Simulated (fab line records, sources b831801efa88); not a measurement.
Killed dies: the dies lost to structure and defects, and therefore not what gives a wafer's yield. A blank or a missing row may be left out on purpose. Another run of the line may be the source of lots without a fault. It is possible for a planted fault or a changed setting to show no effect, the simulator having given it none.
2 desks, one fault    flow sky130    only its own numbers are on each desk; what lay behind them is given at the end

== THE TOOL OWNER'S DESK: pvdSputter-01 ==
At SKY_LOCAL_INTERCONNECT_SPUTTER_00 (material TiN, target thk 100 nm, time 83.3 s) the tool's own readings: per lot run on this tool, the mean of the sampled wafers that have a number. A lot is out of limits, marked OUT, if its mean lies more than 4 standard deviations from the usual mean; the brackets give that distance.
Columns: A = cathodeDcPowerW at SKY_LOCAL_INTERCONNECT_SPUTTER_00, usual 6500.2 W; B = throttleValvePct at SKY_LOCAL_INTERCONNECT_SPUTTER_00, usual 29.6 %
lot   first seen here  A       B
L234  day 29 06:19     6501.0  29.3
L237  day 30 06:15     6500.7  30.1
L247  day 33 18:32     6499.9  29.8
L248  day 33 20:05     6501.4  29.7
L249  day 34 00:18     6501.4  29.9
Finding of this desk: none of the 5 lots has anything out of limits.

== THE METROLOGY DESK ==
Lot by lot, what the gauges showed, no matter which tool ran the lot: averages of those sampled wafers that carry a number. A lot is out of limits, marked OUT, if its mean lies more than 4 standard deviations from the usual mean; the brackets give that distance.
Columns: A = RES_XHIGH_RS at SKY_SD_N_RS_MEAS_18, usual 333.3 ohm/sq; B = LI_CONTACT_BOW at SKY_LI_CONTACT_BOW_MEAS_03, usual 56 um; C = LOCAL_INTERCONNECT_TIN_RS at SKY_LOCAL_INTERCONNECT_RS_MEAS_01, usual 14.12 ohm/sq
lot   first seen here  A      B   C
L234  day 27 23:29     333.1  57  14.14
L237  day 29 00:01     331.1  52  14.02
L238  day 29 17:22     332.4  56  14.00
L240  day 30 02:37     334.4  58  14.28
L243  day 31 00:26     332.8  60  14.35
L247  day 32 13:35     332.5  52  13.91
L248  day 32 15:18     334.0  58  14.34
L249  day 32 20:14     333.0  54  14.47
L251  day 33 10:35     331.3  60  14.24
L252  day 33 23:00     333.8  57  14.20
L255  day 34 21:55     333.5  63  13.94
L257  day 35 07:40     332.3  57  13.99
Finding of this desk: none of the 12 lots has anything out of limits.

== ALL TOGETHER ==
The tool owner's desk saw nothing out of limits.
Metrology desk: nothing out of limits seen.

== WHAT THE SIMULATOR HAD PUT IN ==
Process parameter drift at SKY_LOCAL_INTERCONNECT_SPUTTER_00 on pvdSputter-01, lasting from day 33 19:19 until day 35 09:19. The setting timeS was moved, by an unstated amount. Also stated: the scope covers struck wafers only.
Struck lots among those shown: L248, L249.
